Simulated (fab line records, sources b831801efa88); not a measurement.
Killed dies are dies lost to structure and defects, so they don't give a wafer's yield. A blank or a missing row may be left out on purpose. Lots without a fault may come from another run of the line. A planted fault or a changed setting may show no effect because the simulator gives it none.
A struck lot beside a sound one | flow sky130 | 18 steps out of a route of 708
Sound: wafers L655.1, L655.3, L655.5. Struck: wafer L667.5. (L667.1, L667.3 of the same lot were not struck and are left out.) The cause comes at the end.
At each step with rows: each side's tool, then ch and its chambers, then its first start. Under that, the readings that differ: sound wafers | struck wafers | difference of the means | sigmas: that difference in standard deviations of wafers without a fault.
alike: readings whose means differ by less than 2 such deviations, and words and numbers that are the same on both sides. not compared: withheld readings, readings that some wafer has no value for, bounds like >300 that may hide the same value, and numbers for which the record gives no deviation and whose values overlap.
The two part at a step that has a row with sigmas, a row that says differs or no value, or rows on one side only. Numbers that don't overlap but have no deviation are shown without sigmas and don't part them. A reading that every wafer of one side lacks parts them only if that side has two wafers or more.

SKY_LI_CONTACT_CVD_21: deposits W, target thk 400 nm, time 120.56 s.
  sound on cvd_w-01 ch 0,1, day 30 12:05; struck on cvd_w-01 ch 0, day 34 12:29
  alike: heater_power_w
SKY_LI_CONTACT_RS_MEAS_22: measures by four-point-probe.
  sound on film_metro-04, day 30 12:13; struck on film_metro-04, day 34 12:37
  alike: LI_CONTACT_W_RS
SKY_LI_CONTACT_THK_MEAS_23: measures by xrf.
  sound on film_metro-04, day 30 12:20; struck on film_metro-04, day 34 12:44
  alike: LI_CONTACT_W_THK
SKY_LI_CONTACT_CMP_24: polishes, stops on PSG, t overpolish 20 s, target thk 0 nm.
  sound on cmp-02 ch 1,2, day 30 12:23; struck on cmp-01 ch 2, day 34 12:50
  alike: motor_current_A, overpolish_run_s, time_to_endpoint_s
SKY_LOCAL_INTERCONNECT_SPUTTER_00: material TiN, target thk 100 nm, time 83.3 s.
  sound on pvd_sputter-01, day 30 12:41; struck on pvd_sputter-04, day 34 13:05
  alike: throttle_valve_pct
SKY_LOCAL_INTERCONNECT_RS_MEAS_01: measures by four-point-probe.
  sound on film_metro-01, day 30 12:45; struck on film_metro-02, day 34 13:09
  reading                            | sound             | struck | difference | sigmas
  LOCAL_INTERCONNECT_TIN_RS (ohm/sq) | 13.88 13.83 13.79 | 14.19  | +0.36      | +2
SKY_LOCAL_INTERCONNECT_THK_MEAS_02: measures by xrf.
  sound on film_metro-01, day 30 12:52; struck on film_metro-02, day 34 13:16
  reading                         | sound             | struck | difference | sigmas
  LOCAL_INTERCONNECT_TIN_THK (nm) | 100.5 101.2 101.9 | 98.7   | -2.5       | -2
then, 5 steps without rows for these wafers: SKY_LOCAL_INTERCONNECT_DEHYDRATE_03 (time 60 s); SKY_LOCAL_INTERCONNECT_HMDS_04 (prime time 60 s); SKY_LOCAL_INTERCONNECT_COAT_05 (resist thk 60 nm); SKY_LOCAL_INTERCONNECT_COAT_06 (resist thk 450 nm); SKY_LOCAL_INTERCONNECT_SOFTBAKE_07 (time 90 s).
SKY_LOCAL_INTERCONNECT_EXPOSE_08: exposes mask LI1M, target cd 170 nm.
  sound on krf_scanner-01 ch 0, day 31 03:25; struck on krf_scanner-01 ch 0, day 35 02:56
  alike: mask, stage_vel_mm_s
then, 2 steps without rows for these wafers: SKY_LOCAL_INTERCONNECT_PEB_09; SKY_LOCAL_INTERCONNECT_DEVELOP_10 (develop time 60 s).
SKY_LOCAL_INTERCONNECT_CD_MEAS_11: target cd 170 nm.
  sound on cd_sem-02, day 31 17:26; struck on cd_sem-01, day 35 16:02
  not compared: cd_nm
SKY_LOCAL_INTERCONNECT_OVL_MEAS_12:
  sound on overlay-02, day 31 17:34; struck on overlay-02, day 35 16:09
  not compared: LOCAL_INTERCONNECT_OVL
SKY_LOCAL_INTERCONNECT_ETCH_13: etches BARC in N2/H2, stops on SiO2, time 45.9 s, target depth 60 nm.
  sound on rie_metal-02 ch 0,1, day 31 17:37; struck on rie_metal-02 ch 0, day 35 16:11
  alike: drypump_motor_current_A, he_backside_leak_sccm, oes_product_au, throttle_valve_pct
  not compared: rf_hours_counter_h

WHERE THEY PART
First at SKY_LOCAL_INTERCONNECT_RS_MEAS_01; last, within this record, at SKY_LOCAL_INTERCONNECT_THK_MEAS_02. Later steps at which nothing parts them and some readings are alike: SKY_LOCAL_INTERCONNECT_EXPOSE_08, SKY_LOCAL_INTERCONNECT_ETCH_13.

WHY: what the simulator had put in
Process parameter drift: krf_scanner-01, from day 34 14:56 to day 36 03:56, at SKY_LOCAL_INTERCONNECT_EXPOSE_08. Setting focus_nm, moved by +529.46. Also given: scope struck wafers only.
